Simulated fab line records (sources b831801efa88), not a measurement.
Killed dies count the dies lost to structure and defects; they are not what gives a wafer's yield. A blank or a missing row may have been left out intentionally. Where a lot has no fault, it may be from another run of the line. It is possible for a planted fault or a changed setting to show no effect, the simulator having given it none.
fab line records	flow gf180mcu	part 1 of 2: steps 1 to 29 of 38
record: lots: 5	wafers: 15	last_day: 34
route steps=602 shown M4@470 V4@476 MIM@503
lots with no fault: from the same line, run without faults
start_h: hours from the record's first day to the start of the lot's first wafer shown	wait_h: time in hours since the lot's previous step	" identical to the entry in the row above	L1.1+2: one row covering several wafers at once	- no value, or no start given	* or withheld: withheld	< > ~ a bound
route shown NAME@n: NAME is a module with steps in the file, n the number in the route of the first one	usual: mean and standard deviation over wafers with no fault	same: alike in all rows	chamber/n: place in a boat	sites: readings site by site	_std_site: standard deviation across them	_edge_site: the outer-site mean with the inner-site mean subtracted	radius_mm: how far each site lies from the wafer's centre	mask NAME#n: copy n	behind: tool/chamber where the wafer was last shaped	hold: what put the lot on hold/how long, in hours/how the hold closed	device: transistor that didn't switch, given as n, p or np	end of line: the route-end tests of the same wafers	a step without rows: its recipe alone	killed: not the wafer's yield, but the dies lost to structure and defects at the first sort	map: per-die view of a wafer (x killed, . not killed, _ where there is no die)
set.NAME: the run value of the setting; set.NAME@STEP: its run value at that earlier step	model.NAME: the simulator's own value behind a step, which no gauge read
certain route steps with their lots: each step a table, each wafer a row
services: from which hour (start_h, from the record's first day; less than 0 if before it) a tool's chamber was out of use, for how many hours, and why
== steps ==
step: GF_M4_CD_MEAS_14
recipe: target_cd_nm: 280
usual: cd_nm: 280.2/1
lot.wafer	tool	chamber	start_h	wait_h	cd_nm
L081.1	cd_sem-02	-	604.50	0.1	280.2
L081.5	"	-	"	"	278.9
L081.6	"	-	"	"	279.4
L082.2	cd_sem-01	-	618.52	0.1	280.5
L082.3	"	-	"	"	280.0
L082.5	"	-	"	"	281.1
L086.1	cd_sem-01	-	632.65	0.1	281.1
L086.5	"	-	"	"	280.0
L086.6	"	-	"	"	280.9
L090.1	cd_sem-02	-	664.63	0.1	279.6
L090.2	"	-	"	"	279.0
L090.3	"	-	"	"	279.9
L097.1	cd_sem-01	-	699.68	0.1	281.7
L097.3	"	-	"	"	281.0
L097.5	"	-	"	"	281.7
step: GF_M4_OVL_MEAS_15
usual: M4_OVL: 0/6.1
lot.wafer	tool	chamber	start_h	wait_h	M4_OVL[nm]
L081.1	overlay-02	-	604.62	0.1	4
L081.5	"	-	"	"	-1
L081.6	"	-	"	"	-9
L082.2	overlay-01	-	618.62	0.1	-4
L082.3	"	-	"	"	-2
L082.5	"	-	"	"	-5
L086.1	overlay-02	-	632.77	0.1	5
L086.5	"	-	"	"	6
L086.6	"	-	"	"	1
L090.1	overlay-01	-	664.75	0.1	-7
L090.2	"	-	"	"	-5
L090.3	"	-	"	"	-7
L097.1	overlay-02	-	699.80	0.1	5
L097.3	"	-	"	"	10
L097.5	"	-	"	"	12
step: GF_M4_METAL_ETCH_16
recipe: chemistry: Cl2/BCl3	mask_material: KrF	target_depth_nm: 750.8	stop_on: SiO2	pressure_mtorr: 8	icp_w: 800	bias_w: 140	Cl2_flow_sccm: 80	bcl3_flow_sccm: 40	time_s: 125.1
usual: drypump_motor_current_A: 5.7/0.52	mfc_cl2_sccm: 79.98/0.22	oes_product_au: 0.990/0.0052	throttle_valve_pct: 28.227/0.0096
lot.wafer	tool	chamber	start_h	wait_h	drypump_motor_current_A	mfc_cl2_sccm	oes_product_au	rf_hours_counter_h	throttle_valve_pct
L081.1	rie_metal-01	0	604.66	0.0	6.1	80.26	0.995	1	28.236
L081.5	"	0	"	"	6.1	80.02	0.983	-	28.235
L081.6	"	1	"	"	5.9	79.75	0.994	-	28.226
L082.2	rie_metal-04	0	618.65	0.0	5.3	79.77	0.994	11	28.242
L082.3	"	0	"	"	5.3	79.88	0.988	-	28.232
L082.5	"	0	"	"	5.3	79.94	0.996	-	28.221
L086.1	rie_metal-04	0	632.80	0.0	5.3	79.72	0.993	11	28.238
L086.5	"	0	"	"	5.3	80.01	0.988	-	28.227
L086.6	"	1	"	"	4.8	79.67	0.989	-	28.232
L090.1	rie_metal-01	1	664.79	0.0	5.8	80.23	0.991	15	28.219
L090.2	"	0	"	"	6.1	79.75	0.995	3	28.240
L090.3	"	0	"	"	6.1	79.75	0.987	-	28.216
L097.1	rie_metal-02	1	699.84	0.0	6.3	80.08	0.991	8	28.242
L097.3	"	1	"	"	6.3	80.01	0.979	-	28.239
L097.5	"	1	"	"	6.3	80.01	0.988	-	28.226
step: GF_M4_STRIP_17
recipe: chemistry: O2/N2	power_w: 1400	pressure_mtorr: 1500	platen_temp_c: 250	o2_flow_sccm: 3000	n2_flow_sccm: 300	overash_fraction: 0.5
usual: drypump_motor_current_A: 5.9/0.38	heater_power_w: 322/30	oes_product_au: 0.538/0.0048	strip_time_to_endpoint_s: 7.39/0.039
lot.wafer	tool	chamber	start_h	wait_h	drypump_motor_current_A	heater_power_w	oes_product_au	rf_hours_counter_h	strip_time_to_endpoint_s
L081.1	plasma_asher-02	1	604.78	0.1	5.7	342	0.547	16	7.47
L081.5	"	0	"	"	5.5	384	0.535	-	7.43
L081.6	"	1	"	"	5.7	341	0.534	-	7.41
L082.2	plasma_asher-03	1	618.78	0.1	6.5	324	0.537	102	7.41
L082.3	"	0	"	"	5.7	306	0.536	-	7.44
L082.5	"	0	"	"	5.7	315	0.545	-	7.45
L086.1	plasma_asher-04	0	632.93	0.1	6.5	268	0.534	52	7.36
L086.5	"	1	"	"	5.7	332	0.542	-	7.38
L086.6	"	0	"	"	6.4	275	0.544	-	7.38
L090.1	plasma_asher-03	1	664.92	0.1	6.5	321	0.542	107	7.44
L090.2	"	0	"	"	5.7	311	0.542	107	7.43
L090.3	"	1	"	"	6.5	324	0.539	-	7.43
L097.1	plasma_asher-04	1	700.09	0.2	5.7	320	0.531	59	7.41
L097.3	"	0	"	"	6.4	279	0.541	-	7.39
L097.5	"	0	"	"	6.4	281	0.534	-	7.40
step: GF_M4_STRIP_18
recipe: chemistry: post_etch_residue_remover	time_s: 1200	temp_c: 72.5
usual: bath_guard_temp_C: 72.6/0.45
lot.wafer	tool	chamber	start_h	wait_h	bath_guard_temp_C
L081.1	wet_bench-01	2	604.88	0.1	72.3
L081.5	"	2	"	"	72.6
L081.6	"	2	"	"	72.3
L082.2	wet_bench-01	3	618.88	0.1	71.6
L082.3	"	3	"	"	71.8
L082.5	"	3	"	"	72.1
L086.1	wet_bench-02	1	633.03	0.1	72.7
L086.5	"	1	"	"	72.7
L086.6	"	1	"	"	73.0
L090.1	wet_bench-02	2	665.02	0.1	73.1
L090.2	"	2	"	"	73.2
L090.3	"	2	"	"	72.9
L097.1	wet_bench-02	1	700.19	0.1	72.5
L097.3	"	1	"	"	72.8
L097.5	"	1	"	"	72.3
step: GF_M4_CLEAN_19
recipe: chemistry: DIW	dry: n2_spin
lot.wafer	tool	chamber	start_h	wait_h
L081.1+5+6	wet_bench-04	1	605.23	0.0
L082.2+3+5	wet_bench-02	3	619.26	0.0
L086.1+5+6	wet_bench-01	2	633.38	0.0
L090.1+2+3	wet_bench-01	0	665.39	0.0
L097.1+3+5	wet_bench-01	0	700.54	0.0
step: GF_V4_CVD_00
recipe: material: SiO2	target_thk_nm: 600	sigma_open_frac: 0.3	temp_c: 400	time_s: 100	sih4_flow_sccm: 60	pressure_mtorr: 6
lot.wafer	tool	chamber	start_h	wait_h
L081.1+5+6	hdpcvd-02	0,0,2	605.43	0.0
L082.2+3+5	hdpcvd-02	2,0,2	619.35	0.0
L086.1+5+6	hdpcvd-02	1,2,1	633.47	0.0
L090.1+2+3	hdpcvd-01	2,0,1	665.49	0.0
L097.1+3+5	hdpcvd-01	0,1,1	700.63	0.0
step: GF_V4_THK_MEAS_01
recipe: reads: SiO2_of_V4_CVD_00
usual: V4_CVD_00_THK: 600/7
lot.wafer	tool	chamber	start_h	wait_h	V4_CVD_00_THK[nm]
L081.1	film_metro-04	-	605.50	0.0	592
L081.5	"	-	"	"	596
L081.6	"	-	"	"	599
L082.2	film_metro-04	-	619.43	0.0	609
L082.3	"	-	"	"	595
L082.5	"	-	"	"	597
L086.1	film_metro-04	-	633.54	0.0	616
L086.5	"	-	"	"	612
L086.6	"	-	"	"	612
L090.1	film_metro-03	-	665.56	0.0	584
L090.2	"	-	"	"	590
L090.3	"	-	"	"	589
L097.1	film_metro-01	-	700.74	0.1	594
L097.3	"	-	"	"	590
L097.5	"	-	"	"	596
step: GF_V4_CVD_02
recipe: material: SiO2	target_thk_nm: 850	precursor: TEOS	temp_c: 400	time_s: 94.851	rf_w: 600
usual: heater_power_w: 641/78
lot.wafer	tool	chamber	start_h	wait_h	heater_power_w
L081.1	pecvd-01	0	605.56	0.1	839
L081.5	"	2	"	"	709
L081.6	"	0	"	"	650
L082.2	pecvd-01	2	619.48	0.0	699
L082.3	"	1	"	"	648
L082.5	"	2	"	"	734
L086.1	pecvd-02	2	633.60	0.1	687
L086.5	"	1	"	"	717
L086.6	"	0	"	"	637
L090.1	pecvd-02	1	665.62	0.1	697
L090.2	"	2	"	"	634
L090.3	"	0	"	"	606
L097.1	pecvd-02	1	700.80	0.1	732
L097.3	"	0	"	"	602
L097.5	"	1	"	"	595
step: GF_V4_THK_MEAS_03
recipe: reads: SiO2_of_V4_CVD_02
usual: V4_CVD_02_THK: 846/11
lot.wafer	tool	chamber	start_h	wait_h	V4_CVD_02_THK[nm]
L081.1	film_metro-01	-	605.63	0.0	817
L081.5	"	-	"	"	848
L081.6	"	-	"	"	829
L082.2	film_metro-03	-	619.56	0.0	838
L082.3	"	-	"	"	849
L082.5	"	-	"	"	850
L086.1	film_metro-01	-	633.67	0.0	828
L086.5	"	-	"	"	852
L086.6	"	-	"	"	849
L090.1	film_metro-04	-	665.69	0.0	849
L090.2	"	-	"	"	842
L090.3	"	-	"	"	843
L097.1	film_metro-03	-	700.87	0.0	843
L097.3	"	-	"	"	843
L097.5	"	-	"	"	849
step: GF_V4_CMP_04
recipe: material: SiO2	down_force_psi: 4	platen_rpm: 60	pad_velocity_m_s: 0.94248
usual: motor_current_A: 11.9/1.1	time_to_endpoint_s: 81/5
lot.wafer	tool	chamber	start_h	wait_h	motor_current_A	time_to_endpoint_s
L081.1	cmp-02	2	605.84	0.2	13.4	75
L081.6	"	3	"	"	14.2	78
L081.5	"	0	"	"	10.9	87
L082.2	cmp-02	0	619.61	0.0	12.0	82
L082.3	"	1	"	"	11.8	85
L082.5	"	0	"	"	11.5	87
L086.1	cmp-01	1	633.73	0.1	11.6	77
L086.6	"	1	"	"	11.5	81
L086.5	"	2	"	"	10.8	73
L090.2	cmp-01	2	665.75	0.0	10.8	77
L090.1	"	3	"	"	13.0	85
L090.3	"	1	"	"	11.9	84
L097.1	cmp-01	1	700.93	0.1	11.4	81
L097.3	"	2	"	"	10.6	76
L097.5	"	2	"	"	10.3	78
step: GF_V4_BOW_MEAS_05
recipe: mode: bow
usual: V4_BOW: 136/10
lot.wafer	tool	chamber	start_h	wait_h	V4_BOW[um]
L081.1	film_metro-04	-	605.99	0.1	122
L081.5	"	-	"	"	128
L081.6	"	-	"	"	143
L082.2	film_metro-04	-	619.93	0.3	136
L082.3	"	-	"	"	132
L082.5	"	-	"	"	140
L086.1	film_metro-04	-	634.03	0.2	121
L086.5	"	-	"	"	116
L086.6	"	-	"	"	114
L090.1	film_metro-03	-	666.05	0.2	144
L090.2	"	-	"	"	132
L090.3	"	-	"	"	140
L097.1	film_metro-01	-	701.23	0.2	133
L097.3	"	-	"	"	124
L097.5	"	-	"	"	131
step: GF_V4_DEHYDRATE_06
recipe: temp_c: 200	time_s: 60
lot.wafer	tool	chamber	start_h	wait_h
L081.1+5+6	litho_track-02	0	615.10	9.1
L082.2+3+5	litho_track-04	0	629.16	9.2
L086.1+5+6	litho_track-03	0	643.03	9.0
L090.1+2+3	litho_track-02	0	675.20	9.1
L097.1+3+5	litho_track-02	0	709.35	8.1
step: GF_V4_HMDS_07
recipe: prime_time_s: 60	prime_temp_c: 120
lot.wafer	tool	chamber	start_h	wait_h
L081.1+5+6	litho_track-02	0	615.25	0.1
L082.2+3+5	litho_track-04	0	629.31	0.1
L086.1+5+6	litho_track-03	0	643.18	0.1
L090.1+2+3	litho_track-02	0	675.35	0.1
L097.1+3+5	litho_track-02	0	709.50	0.1
step: GF_V4_COAT_08
recipe: resist: BARC	temp_c: withheld	time_s: withheld	spin_rpm: withheld	resist_thk_nm: withheld
lot.wafer	tool	chamber	start_h	wait_h
L081.1+5+6	litho_track-02	0	615.40	0.1
L082.2+3+5	litho_track-04	0	629.46	0.1
L086.1+5+6	litho_track-03	0	643.33	0.1
L090.1+2+3	litho_track-02	0	675.50	0.1
L097.1+3+5	litho_track-02	0	709.65	0.1
step: GF_V4_COAT_09
recipe: resist: KrF	spin_rpm: withheld	resist_thk_nm: 1000
lot.wafer	tool	chamber	start_h	wait_h
L081.1+5+6	litho_track-02	0	-	-
L082.2+3+5	litho_track-04	0	-	-
L086.1+5+6	litho_track-03	0	-	-
L090.1+2+3	litho_track-02	0	-	-
L097.1+3+5	litho_track-02	0	-	-
step: GF_V4_SOFTBAKE_10
recipe: temp_c: 130	time_s: 60	resist: KrF
lot.wafer	tool	chamber	start_h	wait_h
L081.1+5+6	litho_track-02	0	-	-
L082.2+3+5	litho_track-04	0	-	-
L086.1+5+6	litho_track-03	0	-	-
L090.1+2+3	litho_track-02	0	-	-
L097.1+3+5	litho_track-02	0	-	-
step: GF_V4_EXPOSE_11
recipe: mask_id: Via4	target_cd_nm: 260	na: 0.68	source_shape: conventional	sigma_outer: 0.6	dose_mj: 38
lot.wafer	tool	chamber	start_h	wait_h	mask
L081.1+5+6	krf_scanner-01	0	-	-	Via4#0
L082.2+3+5	krf_scanner-01	0	-	-	Via4#0
L086.1+5+6	krf_scanner-02	0	-	-	Via4#0
L090.1+2+3	krf_scanner-02	0	-	-	Via4#0
L097.1+3+5	krf_scanner-02	0	-	-	Via4#0
step: GF_V4_PEB_12
recipe: peb_temp_c: 135	peb_time_s: 90	resist: KrF
lot.wafer	tool	chamber	start_h	wait_h
L081.1+5+6	litho_track-04	0	-	-
L082.2+3+5	litho_track-02	0	-	-
L086.1+5+6	litho_track-03	0	-	-
L090.1+2+3	litho_track-03	0	-	-
L097.1+3+5	litho_track-02	0	-	-
step: GF_V4_DEVELOP_13
recipe: develop_time_s: 60	resist: KrF	dev_temp_c: 21
lot.wafer	tool	chamber	start_h	wait_h
L081.1+5+6	litho_track-04	0	625.19	0.2
L082.2+3+5	litho_track-02	0	639.52	0.2
L086.1+5+6	litho_track-03	0	653.23	0.2
L090.1+2+3	litho_track-03	0	685.48	0.2
L097.1+3+5	litho_track-02	0	718.85	0.2
step: GF_V4_CD_MEAS_14
recipe: target_cd_nm: 260
usual: cd_nm: 260.4/1.1
lot.wafer	tool	chamber	start_h	wait_h	cd_nm
L081.1	cd_sem-01	-	625.34	0.1	263.0
L081.5	"	-	"	"	263.3
L081.6	"	-	"	"	263.2
L082.2	cd_sem-02	-	639.67	0.1	258.7
L082.3	"	-	"	"	257.1
L082.5	"	-	"	"	258.2
L086.1	cd_sem-01	-	653.38	0.1	260.6
L086.5	"	-	"	"	260.1
L086.6	"	-	"	"	260.8
L090.1	cd_sem-02	-	685.63	0.1	261.8
L090.2	"	-	"	"	262.2
L090.3	"	-	"	"	261.8
L097.1	cd_sem-01	-	719.00	0.1	259.2
L097.3	"	-	"	"	261.1
L097.5	"	-	"	"	260.6
step: GF_V4_OVL_MEAS_15
usual: V4_OVL: 2/5.3
lot.wafer	tool	chamber	start_h	wait_h	V4_OVL[nm]
L081.1	overlay-02	-	625.46	0.1	8
L081.5	"	-	"	"	4
L081.6	"	-	"	"	1
L082.2	overlay-01	-	639.77	0.1	-3
L082.3	"	-	"	"	2
L082.5	"	-	"	"	3
L086.1	overlay-01	-	653.50	0.1	2
L086.5	"	-	"	"	-6
L086.6	"	-	"	"	-9
L090.1	overlay-02	-	685.75	0.1	0
L090.2	"	-	"	"	4
L090.3	"	-	"	"	-4
L097.1	overlay-02	-	719.12	0.1	6
L097.3	"	-	"	"	1
L097.5	"	-	"	"	-2
step: GF_V4_ETCH_16
recipe: chemistry: N2/H2	target_depth_a: withheld	overetch_a: withheld	time_s: withheld	target: BARC	ion_energy_ev: 200	source_w: 500	bias_w: 100	pressure_mtorr: 30	n2_flow_sccm: 100	h2_flow_sccm: 200
usual: drypump_motor_current_A: 5.6/0.53	oes_product_au: 0.855/0.005	throttle_valve_pct: 13.225/0.0091
lot.wafer	tool	chamber	start_h	wait_h	drypump_motor_current_A	oes_product_au	throttle_valve_pct
L081.1	rie_diel-01	1	625.50	0.0	5.7	0.859	13.240
L081.5	"	3	"	"	5.0	0.854	13.224
L081.6	"	2	"	"	5.7	0.855	13.218
L082.2	rie_diel-02	1	639.80	0.0	5.4	0.854	13.239
L082.3	"	3	"	"	6.1	0.849	13.213
L082.5	"	2	"	"	6.6	0.855	13.223
L086.1	rie_diel-02	2	653.54	0.0	6.6	0.847	13.217
L086.5	"	2	"	"	6.7	0.854	13.219
L086.6	"	3	"	"	6.1	0.862	13.228
L090.1	rie_diel-01	0	685.79	0.0	5.2	0.859	13.213
L090.2	"	1	"	"	5.8	0.862	13.224
L090.3	"	3	"	"	5.0	0.849	13.233
L097.1	rie_diel-03	1	719.15	0.0	6.1	0.857	13.227
L097.3	"	2	"	"	5.9	0.859	13.212
L097.5	"	0	"	"	6.0	0.855	13.215
step: GF_V4_ETCH_17
recipe: chemistry: C4F8/O2/Ar	mask_material: KrF	target: SiO2	stop_on: TiN	source_w: 1500	bias_w: 1200	pressure_mtorr: 40	c4f8_flow_sccm: withheld	O2_flow_sccm: 6	Ar_flow_sccm: 300	time_s: withheld	target_depth_a: 6300
usual: oes_product_au: 0.857/0.005
lot.wafer	tool	chamber	start_h	wait_h	oes_product_au
L081.1	rie_diel-01	1	-	-	0.854
L081.5	"	3	"	"	0.839
L081.6	"	2	"	"	0.864
L082.2	rie_diel-02	1	-	-	0.869
L082.3	"	3	"	"	0.862
L082.5	"	2	"	"	0.855
L086.1	rie_diel-02	2	-	-	0.858
L086.5	"	2	"	"	0.859
L086.6	"	3	"	"	0.861
L090.1	rie_diel-01	0	-	-	0.857
L090.2	"	1	"	"	0.850
L090.3	"	3	"	"	0.854
L097.1	rie_diel-03	1	-	-	0.861
L097.3	"	2	"	"	0.855
L097.5	"	0	"	"	0.840
step: GF_V4_STRIP_18
recipe: chemistry: O2/N2	power_w: 1400	pressure_mtorr: 1500	platen_temp_c: 250	o2_flow_sccm: 3000	n2_flow_sccm: 300	overash_fraction: 0.5
usual: drypump_motor_current_A: 5.7/0.32	heater_power_w: 325/33	oes_product_au: 0.593/0.005
lot.wafer	tool	chamber	start_h	wait_h	drypump_motor_current_A	heater_power_w	oes_product_au	rf_hours_counter_h
L081.1	plasma_asher-02	1	625.62	-	5.7	338	0.600	19
L081.5	"	1	"	"	5.8	329	0.601	-
L081.6	"	0	"	"	5.5	373	0.591	-
L082.2	plasma_asher-02	1	639.93	-	5.7	337	0.593	20
L082.3	"	1	"	"	5.7	327	0.594	-
L082.5	"	1	"	"	5.7	334	0.589	-
L086.1	plasma_asher-04	0	653.67	-	6.5	272	0.589	54
L086.5	"	1	"	"	5.7	325	0.591	-
L086.6	"	0	"	"	6.4	269	0.599	-
L090.1	plasma_asher-02	1	685.91	-	5.7	339	0.593	25
L090.2	"	0	"	"	5.5	377	0.587	25
L090.3	"	1	"	"	5.7	342	0.589	-
L097.1	plasma_asher-02	1	719.28	-	5.7	334	0.591	28
L097.3	"	1	"	"	5.8	331	0.595	-
L097.5	"	1	"	"	5.7	328	0.591	-
step: GF_V4_STRIP_19
recipe: chemistry: post_etch_residue_remover	time_s: 1200	temp_c: 72.5
usual: bath_guard_temp_C: 72.3/0.42
lot.wafer	tool	chamber	start_h	wait_h	bath_guard_temp_C
L081.1	wet_bench-04	2	625.72	0.1	72.7
L081.5	"	2	"	"	72.7
L081.6	"	2	"	"	72.7
L082.2	wet_bench-03	0	640.03	0.1	71.9
L082.3	"	0	"	"	72.2
L082.5	"	0	"	"	71.9
L086.1	wet_bench-03	0	653.77	0.1	71.7
L086.5	"	0	"	"	72.0
L086.6	"	0	"	"	72.2
L090.1	wet_bench-01	2	686.01	0.1	73.0
L090.2	"	2	"	"	72.5
L090.3	"	2	"	"	72.8
L097.1	wet_bench-04	1	719.38	0.1	72.8
L097.3	"	1	"	"	72.6
L097.5	"	1	"	"	72.9
step: GF_V4_CLEAN_20
recipe: chemistry: DIW	dry: n2_spin
lot.wafer	tool	chamber	start_h	wait_h
L081.1+5+6	wet_bench-01	3	626.07	0.0
L082.2+3+5	wet_bench-01	0	640.38	0.0
L086.1+5+6	wet_bench-01	2	654.11	0.0
L090.1+2+3	wet_bench-01	0	686.39	0.0
L097.1+3+5	wet_bench-01	2	720.07	0.0
step: GF_V4_SPUTTER_21
recipe: material: Ti	target_thk_nm: 15	chamber_pressure_pa: 5	power_w: 2500	substrate_temp_c: 200	time_s: 80.02
usual: substrate_temp_c: 200.01/0.16	throttle_valve_pct: 30.0/1
lot.wafer	tool	chamber	start_h	wait_h	substrate_temp_c	throttle_valve_pct
L081.1	pvd_sputter-03	-	626.16	0.0	199.86	28.7
L081.5	"	-	"	"	199.82	30.7
L081.6	"	-	"	"	199.74	28.7
L082.2	pvd_sputter-02	-	640.47	0.0	199.95	29.3
L082.3	"	-	"	"	200.31	30.8
L082.5	"	-	"	"	199.83	29.9
L086.1	pvd_sputter-03	-	654.21	0.0	200.18	28.6
L086.5	"	-	"	"	199.99	28.6
L086.6	"	-	"	"	200.21	30.7
L090.1	pvd_sputter-02	-	686.49	0.0	200.12	29.7
L090.2	"	-	"	"	199.82	30.4
L090.3	"	-	"	"	200.05	28.9
L097.1	pvd_sputter-03	-	720.16	0.0	200.26	29.0
L097.3	"	-	"	"	200.08	30.0
L097.5	"	-	"	"	200.17	30.1
step: GF_V4_SPUTTER_22
recipe: material: TiN	target_thk_nm: 10	chamber_pressure_pa: 5	power_w: 4000	time_s: 40
usual: throttle_valve_pct: 30.0/1
lot.wafer	tool	chamber	start_h	wait_h	throttle_valve_pct
L081.1	pvd_sputter-03	-	626.22	0.0	28.4
L081.5	"	-	"	"	31.2
L081.6	"	-	"	"	28.5
L082.2	pvd_sputter-02	-	640.53	0.0	29.1
L082.3	"	-	"	"	30.6
L082.5	"	-	"	"	29.9
L086.1	pvd_sputter-03	-	654.27	0.0	28.7
L086.5	"	-	"	"	28.7
L086.6	"	-	"	"	30.9
L090.1	pvd_sputter-02	-	686.55	0.0	29.8
L090.2	"	-	"	"	30.4
L090.3	"	-	"	"	29.3
L097.1	pvd_sputter-03	-	720.22	0.0	28.6
L097.3	"	-	"	"	29.9
L097.5	"	-	"	"	29.9
